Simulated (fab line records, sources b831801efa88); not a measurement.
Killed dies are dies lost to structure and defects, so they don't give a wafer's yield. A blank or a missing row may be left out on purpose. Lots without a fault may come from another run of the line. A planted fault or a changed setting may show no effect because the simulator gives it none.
Which tool did it? | flow sky130 | 14 lots, 42 wafers sampled, at 3 steps of a route of 708

WHAT THE GAUGES READ, wafer by wafer
SKY_VT_ADJUST_PCH_OVL_MEAS_07.
lot  | measured     | on         | VT_ADJUST_PCH_OVL (nm)
L713 | day 10 09:29 | overlay-01 | -1.6 -0.2 -2.2
L714 | day 10 17:29 | overlay-02 | -3.5 -2.4 -1.3
L715 | day 10 23:29 | overlay-01 | -0.7 -1.3 -2.5
L720 | day 12 22:44 | overlay-01 | -1.4 -0.3 -2.1
L722 | day 13 02:51 | overlay-01 | -1.8 -3.1 -1.5
L723 | day 13 12:02 | overlay-01 | 0.5 0.1 -0.8
L724 | day 14 00:34 | overlay-01 | -2.7 -0.6 -0.6
L729 | day 15 13:41 | overlay-02 | -1.3 -0.4 -1.0
L730 | day 15 19:20 | overlay-01 | -2.5 -1.6 -2.0
L731 | day 16 11:38 | overlay-02 | -0.3 -3.3 0.4
L732 | day 16 15:32 | overlay-02 | -1.2 -0.9 0.5
L733 | day 17 09:31 | overlay-02 | -2.3 -0.7 -2.5
L735 | day 17 12:32 | overlay-02 | -0.3 -1.4 -0.6
L736 | day 17 19:18 | overlay-02 | -2.1 0.2 -0.9

SKY_VT_ADJUST_PCH_TW_MEAS_10.
lot  | measured     | on            | VT_ADJUST_PCH_TW
L713 | day 10 09:46 | film_metro-02 | 141.3 140.8 140.7
L714 | day 10 17:46 | film_metro-01 | 138.8 139.4 139.0
L715 | day 10 23:46 | film_metro-02 | 141.1 140.7 140.6
L720 | day 12 23:01 | film_metro-01 | 138.6 138.0 138.6
L722 | day 13 03:08 | film_metro-01 | 139.2 138.6 138.9
L723 | day 13 12:20 | film_metro-04 | 142.7 143.3 143.5
L724 | day 14 00:52 | film_metro-02 | 141.4 141.7 141.5
L729 | day 15 13:58 | film_metro-01 | 138.2 137.9 138.1
L730 | day 15 19:38 | film_metro-01 | 138.1 138.8 138.3
L731 | day 16 11:55 | film_metro-04 | 142.7 142.4 142.4
L732 | day 16 15:49 | film_metro-04 | 142.6 142.0 142.1
L733 | day 17 09:48 | film_metro-02 | 140.7 141.7 140.6
L735 | day 17 12:49 | film_metro-01 | 139.3 139.1 138.4
L736 | day 17 19:35 | film_metro-02 | 140.9 140.9 140.6

SKY_SONOS_TUNNEL_CD_MEAS_07: target cd 410 nm.
lot  | measured     | on        | cd_nm (nm)
L713 | day 11 09:18 | cd_sem-02 | 412.2 412.8 411.4
L714 | day 11 16:42 | cd_sem-02 | 415.8 414.1 412.3
L715 | day 11 23:17 | cd_sem-02 | 408.0 406.9 409.0
L720 | day 13 22:50 | cd_sem-02 | 410.3 412.4 413.0
L722 | day 14 04:13 | cd_sem-01 | 407.5 408.4 408.1
L723 | day 14 13:46 | cd_sem-02 | 411.4 413.2 411.2
L724 | day 15 03:32 | cd_sem-02 | 406.7 406.4 406.1
L729 | day 16 17:14 | cd_sem-02 | 408.6 412.4 414.3
L730 | day 16 22:44 | cd_sem-02 | 408.5 407.5 408.7
L731 | day 17 15:16 | cd_sem-01 | 410.2 406.4 406.8
L732 | day 17 19:33 | cd_sem-02 | 410.5 408.8 412.1
L733 | day 18 13:08 | cd_sem-02 | 412.0 409.7 410.9
L735 | day 18 17:30 | cd_sem-02 | 410.0 411.9 410.4
L736 | day 19 01:16 | cd_sem-01 | 408.7 408.2 407.9

WHICH TOOL RAN EACH LOT (tool, then ch and the chambers of the sampled wafers, then the start)
The record holds no process step before these readings.

WHAT THE TOOLS THEMSELVES READ (means of the sampled wafers that have a number; where no wafer has one, the mark that the record gives instead)
The record holds no such reading with a usual standard deviation.

THE ANSWER, worked out from the rows above alone
Rule: what is usual is taken from the lots themselves. Put in order of their means at a reading, lots are off if they are a third of the lots or fewer, leave a main group of 4 or more, and stand apart from it by a gap of 3 or more times the standard deviation of the main group's means; of several such gaps the widest counts. A main group whose means are all the same, to the digits that the tables above print for the reading, isn't used. A lot without any number at a reading at which 4 lots or more have one is off too. The other lots that the step has rows for count as sound. The gauges are gone through in route order, then the tools' own readings, and for those a lot's mean is taken as printed above. The first step at which some lot is off is used, and at that step the reading that is off furthest; a lot without a number counts as furthest.
No lot is off at any reading shown: from this, nothing can be told.

WHAT THE SIMULATOR HAD PUT IN
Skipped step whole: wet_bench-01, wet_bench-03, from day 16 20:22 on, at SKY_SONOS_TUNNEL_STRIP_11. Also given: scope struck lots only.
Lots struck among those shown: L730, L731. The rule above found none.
